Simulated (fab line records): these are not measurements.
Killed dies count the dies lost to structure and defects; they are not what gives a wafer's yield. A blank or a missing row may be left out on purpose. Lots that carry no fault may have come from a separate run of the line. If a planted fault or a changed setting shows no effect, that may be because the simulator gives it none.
Lot-split experiment	flow sfq_line	27 wafers read from 5 lots, route of 325 steps

THE SPLIT
At SFQ_TRILAYER_R5_BARC_OPEN_METAL_ETCH_177 (etches BARC in O2, target depth 125 nm, time 41.7 s), the setting time_s was moved away from the recipe's 41.7 s on 12 of the 27 wafers read, by -40.6% to +31.1%. This setting was run at the recipe's value on the other wafers.

There is no step in the file separating the split from the reading.

THE READING
KrF_of_TRILAYER_R5_LITHO_COAT_136.thk_nm (the simulator's own value, which no gauge read), in nm, at SFQ_TRILAYER_R5_ETCH_METAL_ETCH_139 (etches the open film in Cl2, stops on SiO2, target depth 60 nm, time 40 s). The file does not state a usual value for it. The 15 wafers here that ran the recipe average 500.7 nm, standard deviation 1.7 nm.

wafer	tool, chamber at the split	time_s as run, s	against the recipe	KrF_of_TRILAYER_R5_LITHO_COAT_136.thk_nm, nm	against lot-mates on the recipe
L077.1	rie_metal-01, 1	41.7	recipe	498.8	-
L077.2	rie_metal-01, 0	29.6	-29.0%	517	+16.7
L077.3	rie_metal-01, 1	29.6	-29.0%	513.3	+13.0
L077.4	rie_metal-01, 0	41.7	recipe	500.6	-
L077.5	rie_metal-01, 0	41.7	recipe	501.6	-
L077.6	rie_metal-01, 1	29.6	-29.0%	514.7	+14.4
L079.1	rie_metal-02, 1	24.79	-40.6%	522.4	+19.9
L079.2	rie_metal-02, 0	41.7	recipe	502.9	-
L079.3	rie_metal-02, 0	24.79	-40.6%	522.5	+20.0
L079.4	rie_metal-02, 1	24.79	-40.6%	524.1	+21.6
L079.5	rie_metal-02, 1	41.7	recipe	501.8	-
L079.6	rie_metal-02, 0	41.7	recipe	502.7	-
L080.1	rie_metal-01, 0	32.65	-21.7%	512	+12.0
L080.2	rie_metal-01, 1	41.7	recipe	497	-
L080.3	rie_metal-01, 1	32.65	-21.7%	511.1	+11.1
L080.4	rie_metal-01, 0	41.7	recipe	500.9	-
L080.5	rie_metal-01, 0	41.7	recipe	502.2	-
L080.6	rie_metal-01, 1	32.65	-21.7%	510.2	+10.2
L081.1	rie_metal-04, 0	54.65	+31.1%	486	-14.6
L081.2	rie_metal-04, 1	41.7	recipe	500.5	-
L081.3	rie_metal-04, 0	41.7	recipe	501.5	-
L081.4	rie_metal-04, 1	41.7	recipe	499.8	-
L081.5	rie_metal-04, 0	54.65	+31.1%	485.3	-15.3
L081.6	rie_metal-04, 1	54.65	+31.1%	485	-15.6
L084.1	rie_metal-02, 0	41.7	recipe	502.2	-
L084.2	rie_metal-02, 1	41.7	recipe	498.1	-
L084.6	rie_metal-02, 1	41.7	recipe	499.9	-

THE FIT
A straight line over all 27 wafers: KrF_of_TRILAYER_R5_LITHO_COAT_136.thk_nm changes by -0.513 nm for each +1% of time_s; r = -0.99; the points scatter about the line by 1.6 nm.
The same after taking each lot's own level away (the mean of its wafers on the recipe; 27 wafers): -0.501 nm for each +1%; r = -0.99; scatter 1.3 nm.
According to that fit, moving time_s by its largest amount changes the reading by 20 nm.
From 500.03 to 502.47 nm: that is the span of the lots' own levels, equal to 1.5 times the standard deviation above.
Hence the lot-to-lot level has little effect on the slope; both slopes agree.
Check: +20.5 nm against its lot-mates is what the line predicts for one of the wafers moved furthest among these (-40.6%) when that wafer is left out of the fit. Against them it came out at +19.9 nm.
Tool readings at the split's step, against how far the setting was moved: oes_product_au r = -0.92.

THESE WAFERS: OTHER SPLITS
Before the reading, these wafers also passed through other splits. Each is held against what the fit with the lots' levels taken away leaves over:
other split on the same wafers	wafers away from the commonest value	r with KrF_of_TRILAYER_R5_LITHO_COAT_136.thk_nm (lot level and that fit taken away)
SFQ_TRILAYER_JJ_TRILAYER_DEP_SPUTTER_110 time_s	9	+0.18

THE WHOLE CHAIN: every reading that the file lists as answering this split, in the file's order
step	what it does	reading	change (the file's fit)	r (the file's)
SFQ_TRILAYER_R5_BARC_OPEN_METAL_ETCH_177	etches BARC in O2, target depth 125 nm, time 41.7 s	oes_product_au	not straight: 0.898 at the lowest setting, 0.684 at the recipe, 0.652 at the highest	not given
SFQ_TRILAYER_R5_BARC_OPEN_METAL_ETCH_177	etches BARC in O2, target depth 125 nm, time 41.7 s	KrF_of_TRILAYER_R5_LITHO_COAT_136.thk_nm (the simulator's own value, which no gauge read)	-0.506 nm for each +1% of the setting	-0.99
SFQ_TRILAYER_R5_ETCH_METAL_ETCH_139	etches the open film in Cl2, stops on SiO2, target depth 60 nm, time 40 s	KrF_of_TRILAYER_R5_LITHO_COAT_136.thk_nm (the simulator's own value, which no gauge read)	-0.502 nm for each +1% of the setting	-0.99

THE FILE'S OWN FIT
KrF_of_TRILAYER_R5_LITHO_COAT_136.thk_nm changes by -0.502 nm for each +1% of time_s, r = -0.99.
